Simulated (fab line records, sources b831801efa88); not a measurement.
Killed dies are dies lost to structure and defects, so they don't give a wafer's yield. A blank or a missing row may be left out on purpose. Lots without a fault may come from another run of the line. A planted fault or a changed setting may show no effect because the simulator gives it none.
A struck lot beside a sound one | flow sky130 | 17 steps out of a route of 708
Sound: wafers L478.2, L478.4, L478.5. Struck: wafers L486.1, L486.3, L486.5. The cause comes at the end.
At each step with rows: each side's tool, then ch and its chambers, then its first start. Under that, the readings that differ: sound wafers | struck wafers | difference of the means | sigmas: that difference in standard deviations of wafers without a fault.
alike: readings whose means differ by less than 2 such deviations, and words and numbers that are the same on both sides. not compared: withheld readings, readings that some wafer has no value for, bounds like >300 that may hide the same value, and numbers for which the record gives no deviation and whose values overlap.
The two part at a step that has a row with sigmas, a row that says differs or no value, or rows on one side only. Numbers that don't overlap but have no deviation are shown without sigmas and don't part them. A reading that every wafer of one side lacks parts them only if that side has two wafers or more.

first, 1 step without rows for these wafers: SKY_VT_ADJUST_NCORE_IMPLANT_09.
SKY_VT_ADJUST_NCORE_STRIP_10: strips in O2/N2.
  sound on plasma_asher-03 ch 1, day 12 00:26; struck on plasma_asher-04 ch 0,1, day 14 05:59
  alike: drypump_motor_current_A, oes_product_au, strip_time_to_endpoint_s
  not compared: rf_hours_counter_h
SKY_VT_ADJUST_NCORE_TW_MEAS_11:
  sound on film_metro-03, day 12 00:32; struck on film_metro-04, day 14 06:05
  alike: VT_ADJUST_NCORE_TW
then, 7 steps without rows for these wafers: SKY_VT_ADJUST_HVTR_DEHYDRATE_00 (time 60 s); SKY_VT_ADJUST_HVTR_HMDS_01 (prime time 60 s); SKY_VT_ADJUST_HVTR_COAT_02 (resist thk 1156 nm); SKY_VT_ADJUST_HVTR_SOFTBAKE_03 (time 60 s); SKY_VT_ADJUST_HVTR_EXPOSE_04 (exposes mask HVTRM, target cd 380 nm); SKY_VT_ADJUST_HVTR_PEB_05; SKY_VT_ADJUST_HVTR_DEVELOP_06 (develop time 60 s).
SKY_VT_ADJUST_HVTR_CD_MEAS_07: target cd 380 nm.
  sound on cd_sem-02, day 13 01:45; struck on cd_sem-02, day 15 09:35
  alike: cd_nm
SKY_VT_ADJUST_HVTR_OVL_MEAS_08:
  sound on overlay-02, day 13 01:52; struck on overlay-01, day 15 09:42
  alike: VT_ADJUST_HVTR_OVL
SKY_VT_ADJUST_HVTR_IMPLANT_09:
  sound on implanter-02 ch 0, day 13 01:55; struck on implanter-03 ch 0, day 15 10:04
SKY_VT_ADJUST_HVTR_STRIP_10: strips in O2/N2.
  sound on plasma_asher-02 ch 0,1, day 13 02:02; struck on plasma_asher-02 ch 0,1, day 15 10:13
  alike: drypump_motor_current_A, oes_product_au, strip_time_to_endpoint_s
  not compared: rf_hours_counter_h
SKY_VT_ADJUST_HVTR_TW_MEAS_11:
  sound on film_metro-02, day 13 02:09; struck on film_metro-01, day 15 10:28
  reading           | sound             | struck            | difference | sigmas
  VT_ADJUST_HVTR_TW | 214.0 214.1 214.7 | 258.4 258.0 256.7 | +43.4      | +26
then, 1 step without rows for these wafers: SKY_VT_ADJUST_PCH_DEHYDRATE_00 (time 60 s).
-- the record jumps here: 35 days lie between the struck wafers' starts before and after (it left off in module VT_ADJUST_PCH and takes up again in module PAD_OPEN, whose first step shown is number 708 of the route) --
SKY_PAD_OPEN_PROBE_99:
  sound on prober-02, day 48 16:23; struck on prober-01, day 50 06:39
  reading                                   | sound                   | struck                  | difference | sigmas
  model.etest.pfet_01v8_mvt.drive_ua_um     | 151.5 151.6 152.1       | 195.9 196.4 194.5       | +43.9      |
  model.etest.pfet_01v8_mvt.off_log10_a_um  | -10.84 -10.84 -10.81    | -6.721 -6.553 -6.567    | +4.216     |
  model.etest.pfet_01v8_mvt.vt_sat_v (V)    | -0.5817 -0.5829 -0.58   | -0.1388 -0.1373 -0.1474 | +0.4404    |
  model.etest.pfet_01v8_mvt.vt_v (V)        | -0.6726 -0.6701 -0.6715 | -0.293 -0.2912 -0.3018  | +0.376     |
  model.etest.pfet_01v8_mvt.vt_long_v (V)   | -0.8825 -0.8813 -0.8799 | -0.5589 -0.5571 -0.5664 | +0.3204    |
  model.etest.pfet_01v8_mvt.body_rise_v (V) | -0.1843 -0.1844 -0.1859 | -0.2025 -0.2026 -0.2024 | -0.0176    |
  alike: killed_at_M0_to_M3, killed_at_M4_up, killed_at_contacts, killed_at_front_end, killed_at_other, killed_dies, killed_open, killed_short

WHERE THEY PART
Only at SKY_VT_ADJUST_HVTR_TW_MEAS_11, within this record. Later steps at which nothing parts them and some readings are alike: SKY_PAD_OPEN_PROBE_99.

WHY: what the simulator had put in
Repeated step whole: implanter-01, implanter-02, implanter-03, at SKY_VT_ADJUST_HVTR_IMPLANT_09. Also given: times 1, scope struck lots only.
